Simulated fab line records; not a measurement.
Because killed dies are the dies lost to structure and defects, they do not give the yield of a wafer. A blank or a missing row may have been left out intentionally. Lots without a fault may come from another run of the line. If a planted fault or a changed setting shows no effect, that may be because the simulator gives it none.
Which tool was responsible?    flow gf180mcu    18 wafers from 6 lots sampled at 2 of the route's 602 steps

== WHAT THE GAUGES READ, wafer by wafer ==
GF_HV_LDD_CD_MEAS_46: the cd target is 400 nm.
lot   measured      on         cd_nm (nm)
L548  day 13 07:37  cd_sem-02  396.9 394.1 394.6
L552  day 14 12:22  cd_sem-01  396.4 397.8 394.9
L554  day 15 05:38  cd_sem-01  398.4 399.6 398.7
L559  day 16 06:38  cd_sem-02  398.4 397.1 394.8
L562  day 17 04:56  cd_sem-01  397.3 399.4 397.6
L569  day 19 13:57  cd_sem-02  395.3 397.6 397.7

== TOOL THAT RAN EACH LOT (tool first, then ch and the chambers of the sampled wafers, then the start) ==
lot   GF_HV_LDD_EXPOSE_43
L548  iline_stepper-01 ch 0, day 12 22:22
L552  iline_stepper-01 ch 0, day 14 02:12
L554  iline_stepper-02 ch 0, day 14 18:41
L559  iline_stepper-02 ch 0, day 15 19:50
L562  iline_stepper-01 ch 0, day 16 17:47
L569  iline_stepper-01 ch 0, day 19 01:38
- GF_HV_LDD_EXPOSE_43: exposes mask Pplus HV AREA, target cd 400 nm.

== THE ANSWER, worked out from the rows above alone ==
Rule: what is usual is taken from the lots themselves. Put in order of their means at a reading, lots are off if they are a third of the lots or fewer, leave a main group of 4 or more, and stand apart from it by a gap of 3 or more times the standard deviation of the main group's means; of several such gaps the widest counts. A main group is skipped when, at the precision printed for the reading in the tables above, its means are all equal. Also off: a lot with no number at a reading for which 4 or more lots have one. The other lots that the step has rows for count as sound.
No lot is off on any of the readings shown, so nothing can be concluded from this.

== WHAT THE SIMULATOR HAD INSERTED ==
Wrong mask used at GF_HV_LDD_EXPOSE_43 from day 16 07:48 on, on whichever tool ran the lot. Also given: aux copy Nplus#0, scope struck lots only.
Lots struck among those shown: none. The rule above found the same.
